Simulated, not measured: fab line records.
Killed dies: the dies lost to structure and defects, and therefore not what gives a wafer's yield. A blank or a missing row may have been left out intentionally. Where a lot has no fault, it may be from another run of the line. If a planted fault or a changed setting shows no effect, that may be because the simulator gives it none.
Problem report in the 8D (eight disciplines) form, filled by code / flow sky130 / the parts of the form that need people (team, actions taken, sign-off) are left out

== 1. PROBLEM STATEMENT ==
CONTACT_CVD_00_THK at SKY_CONTACT_THK_MEAS_01 reads a mean of 35.5 nm on 1 wafer of 1 lot; wafers without a fault read 74.8 nm with a standard deviation of 0.9. That is -44 standard deviations from the usual mean.
First seen on wafer L537.2, day 35 17:50, on film-metro-04. Wafers with a number at this step in the record: 33, from 11 lots. Rule for "out" (also "out of limits"): further than 4 standard deviations from the usual mean. The other wafers with a number count as sound.

== 2. WHAT THIS IS AND IS NOT ==
question=which readings at this step | is=CONTACT_CVD_00_THK | is not=-
question=which lots | is=L537 | is not=L524, L525, L527, L529, L531, L533, L536, L541, L543, L544
question=which wafers of those lots | is=L537.2 | is not=L537.1, L537.6
question=read on which gauges | is=film-metro-04 | is not=film-metro-02, film-metro-03
question=when | is=from day 35 17:50 | is not=up to then (23 sound wafers); but 9 sound wafers of L541, L543, L544 came after

== 3. THE SUSPECTS, EACH WITH WHAT RULES IT OUT ==
Counting: a tool at a process step up to the reading stays a suspect if it ran every lot that is out. Sound lots after the first of them don't rule it out here, since some wafers of a struck lot are sound.
- the gauge at SKY_CONTACT_THK_MEAS_01 is ruled out. All the wafers that are out were read on film-metro-04, but those of them that SKY_CONTACT_ETCH_18 has rows for are out there too, on other tools.
- rie-diel-03 at SKY_LI_CONTACT_ETCH_14 (etches BARC in N2/H2, stops on SiO2, time 45.9 s, target depth 60 nm): kept. L537, the lot that is out, went through it at day 34 13:24; up to then, the latest sound lot through it was L536 at day 34 09:22.
- pecvd-02 at SKY_CONTACT_CVD_00 (deposits Si3N4, target thk 75 nm): kept. L537, the lot that is out, went through it at day 35 17:47; up to then, the latest sound lot through it was L536 at day 35 14:12.
- The sound lot-mates ran in chamber 0 of rie-diel-03 at SKY_LI_CONTACT_ETCH_14, but the wafers that are out ran in chamber 3.
- The sound lot-mates ran in chamber 2 of pecvd-02 at SKY_CONTACT_CVD_00, but the wafers that are out ran in chamber 0.
Left after counting: rie-diel-03 at SKY_LI_CONTACT_ETCH_14, pecvd-02 at SKY_CONTACT_CVD_00.

== 4. THE CAUSE (what the simulator had put in) ==
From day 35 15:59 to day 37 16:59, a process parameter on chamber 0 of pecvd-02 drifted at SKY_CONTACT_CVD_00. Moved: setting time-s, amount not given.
This tool is one of the 2 suspects left after counting.

== 5. THE EFFECT CHAIN, in route order ==
Each row: a reading whose mean over the struck wafers that have a number lies more than 3 standard deviations from the usual. Readings are gone through only where the record gives a usual standard deviation; hours: the median, over the lots, of the time from a lot's start at the first step in this table giving one to that lot's start at this step; sigmas: the change measured in usual standard deviations.
hours=0; step=SKY_CONTACT_THK_MEAS_01; reading=CONTACT_CVD_00_THK; usual=74.8 nm; on struck wafers=35.5; change=-39.3; sigmas=-44
hours=-; step=SKY_CONTACT_ETCH_18; reading=oes-product-au; usual=0.853 a.u.; on struck wafers=0.606; change=-0.247; sigmas=-33
hours=-; step=SKY_CONTACT_ETCH_18; reading=throttle-valve-pct; usual=8.794 %; on struck wafers=8.738; change=-0.056; sigmas=-5.7
Its process steps:
- SKY_CONTACT_ETCH_18: etches Si3N4 in CHF3/O2, stops on TiN, time 39 s, target depth 75 nm.

== 6. WHAT WOULD HAVE CAUGHT IT SOONER ==
Counted from the fault's start at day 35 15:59, it took 2 hours until the first out-of-limits reading at a measuring or inspecting step in this record, taken at day 35 17:50.
No tool reading at SKY_CONTACT_CVD_00 that has a usual standard deviation in the record was out on any struck wafer, so an alarm limit of 4 standard deviations on those readings would not have fired.
All the lots that are out (1) had begun SKY_CONTACT_CVD_00 on pecvd-02 by day 35 17:50. Had the tool been put on hold then, not one of them would have been saved.
